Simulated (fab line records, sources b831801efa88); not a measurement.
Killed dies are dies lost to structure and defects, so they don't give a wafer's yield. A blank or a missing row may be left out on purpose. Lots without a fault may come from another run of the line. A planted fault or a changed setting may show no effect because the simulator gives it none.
Chamber matching | flow sfq_line | SFQ_TRILAYER_I2_DEP_PECVD_063 on pecvd-02: 3 sister chambers
The step deposits SiO2 from SiH4/N2O, time 111.11 s, target thk 500 nm. 3 wafers are shown with their chamber, then 8 later ones without.

WAFERS WITH THEIR CHAMBER
wafer  | chamber | throttle_valve_pct (%)
L251.2 | 2       | 24.5
L256.6 | 1       | 26.5
L257.2 | 0       | 25.3

WAFERS WITHOUT THEIR CHAMBER
wafer  | throttle_valve_pct (%)
L257.3 | 24.6
L257.5 | 26.7
L258.1 | 24.7
L258.3 | 26.6
L258.4 | 25.4
L259.1 | 26.6
L259.3 | 25.3
L259.4 | 25.2

WHICH CHAMBER EACH WENT THROUGH
wafer  | from the rows above | in truth
L257.3 | 2                   | 2
L257.5 | 1                   | 1
L258.1 | 2                   | 2
L258.3 | 1                   | 1
L258.4 | 0                   | 0
L259.1 | 1                   | 1
L259.3 | 0                   | 0
L259.4 | 0                   | 0
Placed correctly: 8 of 8. Can't be placed from these rows: 0. Placed wrongly: 0.
How it was worked out, from the rows above alone: a wafer's distance from a chamber is the root of the sum, over the readings, of the square of ((its reading less the chamber's mean) divided by the reading's scatter). The wafer belongs to the nearest chamber; if the next one is less than 2 further off, it can't be placed. A chamber's mean is the mean of its shown wafers. The scatter: with one shown wafer a chamber, the root of the mean of the squares of how far each hidden wafer lies from its nearest shown one.
